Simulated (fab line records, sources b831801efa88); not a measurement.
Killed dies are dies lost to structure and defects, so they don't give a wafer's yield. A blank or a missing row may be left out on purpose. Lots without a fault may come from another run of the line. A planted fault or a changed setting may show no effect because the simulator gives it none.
Chamber matching | flow sky130 | SKY_VIA2_CMP_24 on cmp-02: 4 sister chambers
The step polishes, stops on SiO2, t overpolish 20 s, target thk 0 nm. 8 wafers are shown with their chamber, then 12 later ones without.

WAFERS WITH THEIR CHAMBER
wafer  | chamber | motor_current_A (A) | overpolish_run_s (s)
L086.6 | 3       | 10.8                | 19.994
L087.2 | 3       | 10.0                | 19.994
L087.5 | 2       | 10.2                | 20.003
L089.5 | 1       | 11.5                | 20.025
L089.6 | 2       | 10.2                | 20.012
L091.1 | 0       | 10.9                | 19.993
L091.4 | 1       | 12.0                | 19.987
L091.5 | 0       | 11.3                | 20.005

WAFERS WITHOUT THEIR CHAMBER
wafer  | motor_current_A (A) | overpolish_run_s (s)
L092.1 | 11.5                | 19.990
L092.5 | 10.3                | 19.998
L092.6 | 11.7                | 20.004
L095.1 | 10.3                | 20.001
L095.3 | 11.3                | 19.994
L095.6 | 9.8                 | 19.997
L096.1 | 11.7                | 19.997
L096.2 | 10.2                | 20.010
L096.5 | 11.3                | 19.999
L097.3 | 10.4                | 19.999
L097.5 | 10.2                | 19.992
L097.6 | 11.4                | 19.985

WHICH CHAMBER EACH WENT THROUGH
wafer  | from the rows above          | in truth
L092.1 | can't be placed: 0 or 1 or 3 | 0
L092.5 | can't be placed: 3 or 2 or 0 | 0
L092.6 | can't be placed: 1 or 0      | 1
L095.1 | can't be placed: 2 or 3 or 0 | 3
L095.3 | can't be placed: 0 or 1 or 3 | 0
L095.6 | can't be placed: 2 or 3      | 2
L096.1 | can't be placed: 1 or 0      | 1
L096.2 | can't be placed: 2 or 3      | 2
L096.5 | can't be placed: 0 or 1 or 3 | 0
L097.3 | can't be placed: 3 or 2 or 0 | 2
L097.5 | can't be placed: 3 or 2 or 0 | 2
L097.6 | can't be placed: 0 or 1 or 3 | 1
Placed correctly: 0 of 12. Can't be placed from these rows: 12 (the true chamber is among the candidates in 12). Placed wrongly: 0.
How it was worked out, from the rows above alone: a wafer's distance from a chamber is the root of the sum, over the readings, of the square of ((its reading less the chamber's mean) divided by the reading's scatter). The wafer belongs to the nearest chamber; if the next one is less than 2 further off, it can't be placed. A chamber's mean is the mean of its shown wafers. The scatter: the root of (the sum of the squares of (reading less its chamber's mean) over the shown wafers, divided by (wafers less chambers)).
